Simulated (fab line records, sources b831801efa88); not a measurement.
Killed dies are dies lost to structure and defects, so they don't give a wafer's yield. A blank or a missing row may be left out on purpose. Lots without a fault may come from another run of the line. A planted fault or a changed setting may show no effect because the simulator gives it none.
A struck lot beside a sound one | flow sky130 | 17 steps out of a route of 708
Sound: wafers L930.2, L930.4, L930.6. Struck: wafers L917.2, L917.4, L917.6. The cause comes at the end.
At each step with rows: each side's tool, then ch and its chambers, then its first start. Under that, the readings that differ: sound wafers | struck wafers | difference of the means | sigmas: that difference in standard deviations of wafers without a fault.
alike: readings whose means differ by less than 2 such deviations, and words and numbers that are the same on both sides. not compared: withheld readings, readings that some wafer has no value for, bounds like >300 that may hide the same value, and numbers for which the record gives no deviation and whose values overlap.
The two part at a step that has a row with sigmas, a row that says differs or no value, or rows on one side only. Numbers that don't overlap but have no deviation are shown without sigmas and don't part them. A reading that every wafer of one side lacks parts them only if that side has two wafers or more.

SKY_CONTACT_BOW_MEAS_05:
  sound on film_metro-03, day 38 07:19; struck on film_metro-03, day 35 00:06
  alike: CONTACT_BOW
then, 8 steps without rows for these wafers: SKY_CONTACT_DEHYDRATE_06 (time 60 s); SKY_CONTACT_HMDS_07 (prime time 60 s); SKY_CONTACT_COAT_08 (resist thk 60 nm); SKY_CONTACT_COAT_09 (resist thk 450 nm); SKY_CONTACT_SOFTBAKE_10 (time 90 s); SKY_CONTACT_EXPOSE_11 (exposes mask CTM1, target cd 170 nm); SKY_CONTACT_PEB_12; SKY_CONTACT_DEVELOP_13 (develop time 60 s).
SKY_CONTACT_CD_MEAS_14: target cd 170 nm.
  sound on cd_sem-02, day 39 09:13; struck on cd_sem-02, day 36 02:05
  alike: cd_nm
SKY_CONTACT_OVL_MEAS_15:
  sound on overlay-01, day 39 09:20; struck on overlay-02, day 36 02:11
  alike: CONTACT_OVL
SKY_CONTACT_ETCH_16: etches BARC in N2/H2, stops on SiO2, time 45.9 s, target depth 60 nm.
  sound on rie_diel-03 ch 0,1, day 39 09:22; struck on rie_diel-03 ch 0,1,2, day 36 02:13
  alike: bias_w, chamber_pressure_mTorr, drypump_motor_current_A, h2_flow_sccm, oes_product_au, throttle_valve_pct
  not compared: rf_hours_counter_h
SKY_CONTACT_ETCH_17: etches SiO2 in C4F8/O2/Ar, stops on Si3N4, target depth 340 nm.
  sound on rie_diel-03 ch 0,1, day 39 09:24; struck on rie_diel-03 ch 0,1,2, day 36 02:16
  no value came back on the struck wafers for bias_w (W), chamber_pressure_mTorr (mTorr), oes_product_au (a.u.); on the sound wafers bias_w (W) reads 1207 1201 1194
  reading                                        | sound           | struck            | difference | sigmas
  model.KrF-thick_of_CONTACT_COAT_09.thk_nm (nm) | 327 326.4 327.6 | 392.5 394.6 393.1 | +66.4      |
SKY_CONTACT_ETCH_18: etches Si3N4 in CHF3/O2, stops on TiN, time 39 s, target depth 75 nm.
  sound on rie_diel-03 ch 0,1; struck on rie_diel-03 ch 0,1,2
  reading                                        | sound             | struck            | difference | sigmas
  oes_product_au (a.u.)                          | 0.847 0.851 0.864 | 0.376 0.370 0.381 | -0.478     | -54
  throttle_valve_pct (%)                         | 8.788 8.791 8.809 | 8.669 8.688 8.654 | -0.126     | -13
  model.KrF-thick_of_CONTACT_COAT_09.thk_nm (nm) | 242.9 241.8 241.8 | 308 312.6 309.9   | +68        |
  alike: O2_flow_sccm, bias_w, drypump_motor_current_A
  not compared: rf_hours_counter_h
SKY_CONTACT_STRIP_19: strips in O2/N2.
  sound on plasma_asher-03 ch 0,1, day 39 09:29; struck on plasma_asher-02 ch 0,1, day 36 02:21
  reading                      | sound             | struck            | difference | sigmas
  oes_product_au (a.u.)        | 0.380 0.384 0.378 | 0.408 0.416 0.416 | +0.033     | +6
  strip_time_to_endpoint_s (s) | 3.61 3.60 3.59    | 4.31 4.35 4.33    | +0.73      | +16
  alike: drypump_motor_current_A
  not compared: rf_hours_counter_h
then, 1 step without rows for these wafers: SKY_CONTACT_STRIP_20 (strips in post etch residue remover, time 1200 s).
-- the record jumps here: 13 days lie between the struck wafers' starts before and after (it left off in module CONTACT and takes up again in module PAD_OPEN, whose first step shown is number 708 of the route) --
SKY_PAD_OPEN_PROBE_99:
  sound on prober-02, day 51 05:41; struck on prober-01, day 49 06:40
  reading            | sound    | struck      | difference | sigmas
  killed_at_contacts | 17 26 30 | 437 435 435 | +411       | +78
  killed_dies        | 72 90 92 | 492 492 492 | +407       | +42
  killed_on_rim      | 11 19 21 | 96 96 96    | +79        | +21
  alike: killed_at_M0_to_M3, killed_at_M4_up, killed_at_front_end, killed_at_other, killed_open, killed_short

WHERE THEY PART
First at SKY_CONTACT_ETCH_17; last, within this record, at SKY_PAD_OPEN_PROBE_99.

WHY: what the simulator had put in
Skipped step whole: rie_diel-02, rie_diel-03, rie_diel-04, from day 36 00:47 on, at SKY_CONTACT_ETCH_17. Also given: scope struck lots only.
